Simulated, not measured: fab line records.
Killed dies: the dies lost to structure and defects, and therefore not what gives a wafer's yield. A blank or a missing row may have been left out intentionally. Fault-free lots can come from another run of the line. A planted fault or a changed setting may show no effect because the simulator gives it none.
Which tool did it? || flow sky130 || 11 lots with 33 wafers sampled at 5 steps, on a route of 708 steps

WHAT THE GAUGES READ, wafer by wafer
The record holds no reading of a measuring or inspecting step that can be judged against a usual standard deviation.

TOOL THAT RAN EACH LOT (tool first, then ch and the chambers of the sampled wafers, then the start)
{"lot": "L316", "SKY_VIA3_CMP_24": "cmp-02 ch 0,1,2, day 39 15:35", "SKY_METAL4_SPUTTER_00": "pvd_sputter-03, day 39 15:53", "SKY_METAL4_ETCH_16": "rie_metal-03 ch 0,1, day 41 17:32", "SKY_METAL5_STRIP_16": "plasma_asher-01 ch 0, day 43 20:02", "SKY_PAD_OPEN_PROBE_99": "-"}
{"lot": "L318", "SKY_VIA3_CMP_24": "cmp-02 ch 0,1,2, day 40 07:19", "SKY_METAL4_SPUTTER_00": "pvd_sputter-03, day 40 07:31", "SKY_METAL4_ETCH_16": "rie_metal-04 ch 0,1, day 42 08:25", "SKY_METAL5_STRIP_16": "plasma_asher-04 ch 0,1, day 44 10:14", "SKY_PAD_OPEN_PROBE_99": "-"}
{"lot": "L322", "SKY_VIA3_CMP_24": "cmp-01 ch 0,1, day 41 20:51", "SKY_METAL4_SPUTTER_00": "pvd_sputter-04, day 41 21:09", "SKY_METAL4_ETCH_16": "rie_metal-03 ch 0,1, day 43 20:47", "SKY_METAL5_STRIP_16": "plasma_asher-01 ch 0,1, day 45 18:49", "SKY_PAD_OPEN_PROBE_99": "-"}
{"lot": "L324", "SKY_VIA3_CMP_24": "cmp-02 ch 1,3, day 42 17:41", "SKY_METAL4_SPUTTER_00": "pvd_sputter-03, day 42 17:56", "SKY_METAL4_ETCH_16": "rie_metal-04 ch 0, day 44 16:27", "SKY_METAL5_STRIP_16": "plasma_asher-04 ch 0,1, day 46 13:09", "SKY_PAD_OPEN_PROBE_99": "-"}
{"lot": "L329", "SKY_VIA3_CMP_24": "cmp-02 ch 0,1,3, day 43 20:20", "SKY_METAL4_SPUTTER_00": "pvd_sputter-03, day 43 20:38", "SKY_METAL4_ETCH_16": "rie_metal-04 ch 0,1, day 45 17:26", "SKY_METAL5_STRIP_16": "plasma_asher-04 ch 0,1, day 47 14:17", "SKY_PAD_OPEN_PROBE_99": "-"}
{"lot": "L330", "SKY_VIA3_CMP_24": "cmp-01 ch 0,1,2, day 44 00:16", "SKY_METAL4_SPUTTER_00": "pvd_sputter-03, day 44 00:28", "SKY_METAL4_ETCH_16": "rie_metal-02 ch 0,1, day 45 21:38", "SKY_METAL5_STRIP_16": "plasma_asher-04 ch 0,1, day 47 16:38", "SKY_PAD_OPEN_PROBE_99": "prober-02, day 49 09:16"}
{"lot": "L331", "SKY_VIA3_CMP_24": "cmp-01 ch 0,3, day 44 06:53", "SKY_METAL4_SPUTTER_00": "pvd_sputter-04, day 44 07:11", "SKY_METAL4_ETCH_16": "rie_metal-04 ch 0,1, day 46 02:26", "SKY_METAL5_STRIP_16": "plasma_asher-01 ch 0,1, day 47 21:35", "SKY_PAD_OPEN_PROBE_99": "-"}
{"lot": "L332", "SKY_VIA3_CMP_24": "cmp-02 ch 0,1,3, day 44 12:05", "SKY_METAL4_SPUTTER_00": "pvd_sputter-02, day 44 12:20", "SKY_METAL4_ETCH_16": "rie_metal-02 ch 0,1, day 46 08:20", "SKY_METAL5_STRIP_16": "plasma_asher-01 ch 0,1, day 48 02:26", "SKY_PAD_OPEN_PROBE_99": "prober-02, day 49 17:41"}
{"lot": "L335", "SKY_VIA3_CMP_24": "cmp-01 ch 0,1,3, day 45 03:32", "SKY_METAL4_SPUTTER_00": "pvd_sputter-03, day 45 03:50", "SKY_METAL4_ETCH_16": "rie_metal-02 ch 0,1, day 46 22:56", "SKY_METAL5_STRIP_16": "plasma_asher-01 ch 0,1, day 48 17:23", "SKY_PAD_OPEN_PROBE_99": "-"}
{"lot": "L338", "SKY_VIA3_CMP_24": "cmp-01 ch 1,3, day 45 23:18", "SKY_METAL4_SPUTTER_00": "pvd_sputter-02, day 45 23:36", "SKY_METAL4_ETCH_16": "rie_metal-03 ch 0, day 47 17:18", "SKY_METAL5_STRIP_16": "plasma_asher-04 ch 0,1, day 49 10:33", "SKY_PAD_OPEN_PROBE_99": "-"}
{"lot": "L339", "SKY_VIA3_CMP_24": "cmp-01 ch 0,1,2, day 46 15:27", "SKY_METAL4_SPUTTER_00": "pvd_sputter-04, day 46 15:45", "SKY_METAL4_ETCH_16": "rie_metal-02 ch 0,1, day 48 07:36", "SKY_METAL5_STRIP_16": "plasma_asher-02 ch 0,1, day 49 22:38", "SKY_PAD_OPEN_PROBE_99": "-"}
- SKY_VIA3_CMP_24: polishes, stops on SiO2, t overpolish 20 s, target thk 0 nm.
- SKY_METAL4_SPUTTER_00: material Ti, target thk 15 nm, time 10 s.
- SKY_METAL4_ETCH_16: etches BARC in N2/H2, stops on SiO2, time 88.2 s, target depth 60 nm.
- SKY_METAL5_STRIP_16: strips in O2/N2.
- SKY_PAD_OPEN_PROBE_99

AS READ BY THE TOOLS THEMSELVES (means over the sampled wafers that have a number; for cases with no such wafer, the mark the record gives instead)
SKY_VIA3_CMP_24.
{"lot": "L316", "tool": "cmp-02", "motor_current_A (A)": 11.0, "overpolish_run_s (s)": 20.004, "time_to_endpoint_s (s)": 93}
{"lot": "L318", "tool": "cmp-02", "motor_current_A (A)": 10.5, "overpolish_run_s (s)": 20.004, "time_to_endpoint_s (s)": 92}
{"lot": "L322", "tool": "cmp-01", "motor_current_A (A)": 10.6, "overpolish_run_s (s)": 19.996, "time_to_endpoint_s (s)": 98}
{"lot": "L324", "tool": "cmp-02", "motor_current_A (A)": 10.1, "overpolish_run_s (s)": 20.005, "time_to_endpoint_s (s)": 106}
{"lot": "L329", "tool": "cmp-02", "motor_current_A (A)": 10.9, "overpolish_run_s (s)": 20.000, "time_to_endpoint_s (s)": 98}
{"lot": "L330", "tool": "cmp-01", "motor_current_A (A)": 11.4, "overpolish_run_s (s)": 19.997, "time_to_endpoint_s (s)": 93}
{"lot": "L331", "tool": "cmp-01", "motor_current_A (A)": 10.8, "overpolish_run_s (s)": 20.003, "time_to_endpoint_s (s)": 93}
{"lot": "L332", "tool": "cmp-02", "motor_current_A (A)": 11.4, "overpolish_run_s (s)": 20.004, "time_to_endpoint_s (s)": 105}
{"lot": "L335", "tool": "cmp-01", "motor_current_A (A)": 10.8, "overpolish_run_s (s)": 20.006, "time_to_endpoint_s (s)": 97}
{"lot": "L338", "tool": "cmp-01", "motor_current_A (A)": 11.1, "overpolish_run_s (s)": 20.010, "time_to_endpoint_s (s)": 92}
{"lot": "L339", "tool": "cmp-01", "motor_current_A (A)": 10.9, "overpolish_run_s (s)": 19.998, "time_to_endpoint_s (s)": 96}

SKY_METAL4_SPUTTER_00.
{"lot": "L316", "tool": "pvd_sputter-03", "throttle_valve_pct (%)": 30.7}
{"lot": "L318", "tool": "pvd_sputter-03", "throttle_valve_pct (%)": 30.2}
{"lot": "L322", "tool": "pvd_sputter-04", "throttle_valve_pct (%)": 29.8}
{"lot": "L324", "tool": "pvd_sputter-03", "throttle_valve_pct (%)": 30.8}
{"lot": "L329", "tool": "pvd_sputter-03", "throttle_valve_pct (%)": 30.5}
{"lot": "L330", "tool": "pvd_sputter-03", "throttle_valve_pct (%)": 30.5}
{"lot": "L331", "tool": "pvd_sputter-04", "throttle_valve_pct (%)": 30.2}
{"lot": "L332", "tool": "pvd_sputter-02", "throttle_valve_pct (%)": 29.2}
{"lot": "L335", "tool": "pvd_sputter-03", "throttle_valve_pct (%)": 30.3}
{"lot": "L338", "tool": "pvd_sputter-02", "throttle_valve_pct (%)": 29.8}
{"lot": "L339", "tool": "pvd_sputter-04", "throttle_valve_pct (%)": 29.7}

SKY_METAL4_ETCH_16.
{"lot": "L316", "tool": "rie_metal-03", "drypump_motor_current_A (A)": 6.1, "oes_product_au (a.u.)": 0.625, "throttle_valve_pct (%)": 13.210}
{"lot": "L318", "tool": "rie_metal-04", "drypump_motor_current_A (A)": 5.3, "oes_product_au (a.u.)": 0.629, "throttle_valve_pct (%)": 13.214}
{"lot": "L322", "tool": "rie_metal-03", "drypump_motor_current_A (A)": 5.8, "oes_product_au (a.u.)": 0.628, "throttle_valve_pct (%)": 13.202}
{"lot": "L324", "tool": "rie_metal-04", "drypump_motor_current_A (A)": 5.8, "oes_product_au (a.u.)": 0.626, "throttle_valve_pct (%)": 13.212}
{"lot": "L329", "tool": "rie_metal-04", "drypump_motor_current_A (A)": 5.5, "oes_product_au (a.u.)": 0.625, "throttle_valve_pct (%)": 13.211}
{"lot": "L330", "tool": "rie_metal-02", "drypump_motor_current_A (A)": 5.8, "oes_product_au (a.u.)": 0.626, "throttle_valve_pct (%)": 13.209}
{"lot": "L331", "tool": "rie_metal-04", "drypump_motor_current_A (A)": 5.6, "oes_product_au (a.u.)": 0.627, "throttle_valve_pct (%)": 13.215}
{"lot": "L332", "tool": "rie_metal-02", "drypump_motor_current_A (A)": 5.9, "oes_product_au (a.u.)": 0.625, "throttle_valve_pct (%)": 13.212}
{"lot": "L335", "tool": "rie_metal-02", "drypump_motor_current_A (A)": 6.0, "oes_product_au (a.u.)": 0.619, "throttle_valve_pct (%)": 13.198}
{"lot": "L338", "tool": "rie_metal-03", "drypump_motor_current_A (A)": 6.5, "oes_product_au (a.u.)": 0.625, "throttle_valve_pct (%)": 13.212}
{"lot": "L339", "tool": "rie_metal-02", "drypump_motor_current_A (A)": 5.9, "oes_product_au (a.u.)": 0.633, "throttle_valve_pct (%)": 13.204}

SKY_METAL5_STRIP_16.
{"lot": "L316", "tool": "plasma_asher-01", "chamber_pressure_mTorr (mTorr)": 1499.2, "drypump_motor_current_A (A)": 6.1, "oes_product_au (a.u.)": 0.710, "strip_time_to_endpoint_s (s)": 13.18}
{"lot": "L318", "tool": "plasma_asher-04", "chamber_pressure_mTorr (mTorr)": 1499.0, "drypump_motor_current_A (A)": 6.1, "oes_product_au (a.u.)": 0.708, "strip_time_to_endpoint_s (s)": 13.16}
{"lot": "L322", "tool": "plasma_asher-01", "chamber_pressure_mTorr (mTorr)": 1499.4, "drypump_motor_current_A (A)": 5.4, "oes_product_au (a.u.)": 0.712, "strip_time_to_endpoint_s (s)": 12.84}
{"lot": "L324", "tool": "plasma_asher-04", "chamber_pressure_mTorr (mTorr)": 1499.5, "drypump_motor_current_A (A)": 6.1, "oes_product_au (a.u.)": 0.712, "strip_time_to_endpoint_s (s)": 12.89}
{"lot": "L329", "tool": "plasma_asher-04", "chamber_pressure_mTorr (mTorr)": 1499.0, "drypump_motor_current_A (A)": 6.1, "oes_product_au (a.u.)": 0.710, "strip_time_to_endpoint_s (s)": 12.99}
{"lot": "L330", "tool": "plasma_asher-04", "chamber_pressure_mTorr (mTorr)": "-", "drypump_motor_current_A (A)": "-", "oes_product_au (a.u.)": "-", "strip_time_to_endpoint_s (s)": "-"}
{"lot": "L331", "tool": "plasma_asher-01", "chamber_pressure_mTorr (mTorr)": "-", "drypump_motor_current_A (A)": "-", "oes_product_au (a.u.)": "-", "strip_time_to_endpoint_s (s)": "-"}
{"lot": "L332", "tool": "plasma_asher-01", "chamber_pressure_mTorr (mTorr)": "-", "drypump_motor_current_A (A)": "-", "oes_product_au (a.u.)": "-", "strip_time_to_endpoint_s (s)": "-"}
{"lot": "L335", "tool": "plasma_asher-01", "chamber_pressure_mTorr (mTorr)": 1499.2, "drypump_motor_current_A (A)": 5.8, "oes_product_au (a.u.)": 0.703, "strip_time_to_endpoint_s (s)": 13.28}
{"lot": "L338", "tool": "plasma_asher-04", "chamber_pressure_mTorr (mTorr)": 1500.5, "drypump_motor_current_A (A)": 6.1, "oes_product_au (a.u.)": 0.706, "strip_time_to_endpoint_s (s)": 12.92}
{"lot": "L339", "tool": "plasma_asher-02", "chamber_pressure_mTorr (mTorr)": 1500.0, "drypump_motor_current_A (A)": 6.0, "oes_product_au (a.u.)": 0.709, "strip_time_to_endpoint_s (s)": 13.15}

SKY_PAD_OPEN_PROBE_99.
{"lot": "L330", "tool": "prober-02", "defect_limited_yield (%)": 81.5, "killed_at_M0_to_M3": 44, "killed_at_M4_up": 3, "killed_at_contacts": 23, "killed_at_front_end": 20, "killed_at_other": 0.3, "killed_dies": 91, "killed_open": 47, "killed_short": 44, "sort_bin_3_pad_short (%)": 0.7, "sort_bin_5_function (%)": 11.0, "sort_bin_6_memory (%)": 6.8, "sort_n_pass": 401, "sort_yield_pct (%)": 81.5}
{"lot": "L332", "tool": "prober-02", "defect_limited_yield (%)": 83.5, "killed_at_M0_to_M3": 36, "killed_at_M4_up": 3, "killed_at_contacts": 26, "killed_at_front_end": 16, "killed_at_other": 0.0, "killed_dies": 81, "killed_open": 44, "killed_short": 37, "sort_bin_3_pad_short (%)": 0.7, "sort_bin_5_function (%)": 9.6, "sort_bin_6_memory (%)": 6.2, "sort_n_pass": 411, "sort_yield_pct (%)": 83.5}

THE ANSWER, worked out from the rows above alone
Rule: usual is defined by the lots themselves. The widest of any qualifying gaps counts: lots, ordered by their means at a reading, are off when they make up no more than a third of the lots, leave a main group of 4 or more, and stand apart from it by 3 or more times the standard deviation of that group's means. Not used: any main group whose means are identical at the precision the tables above print for the reading. A lot without any number at a reading at which 4 lots or more have one is off too. Where the step has rows for the other lots, those lots are counted as sound. Order of review: gauges by route order, followed by the tools' own readings, for which a lot's mean as printed above is used. At the first step where some lot is off, the reading lying furthest off is the one used; lots without a number count as furthest.
Off: L330, L331, L332, at SKY_METAL5_STRIP_16 (chamber_pressure_mTorr). Without a number there: L330, L331, L332. Mean 1499.5 mTorr and standard deviation 0.49 in the main group.
A tool fits if, at that step or a process step before it, it ran every lot that is off, and no sound lot after the first of them. Not one of the candidates tried fits.

WHAT THE SIMULATOR HAD PUT IN
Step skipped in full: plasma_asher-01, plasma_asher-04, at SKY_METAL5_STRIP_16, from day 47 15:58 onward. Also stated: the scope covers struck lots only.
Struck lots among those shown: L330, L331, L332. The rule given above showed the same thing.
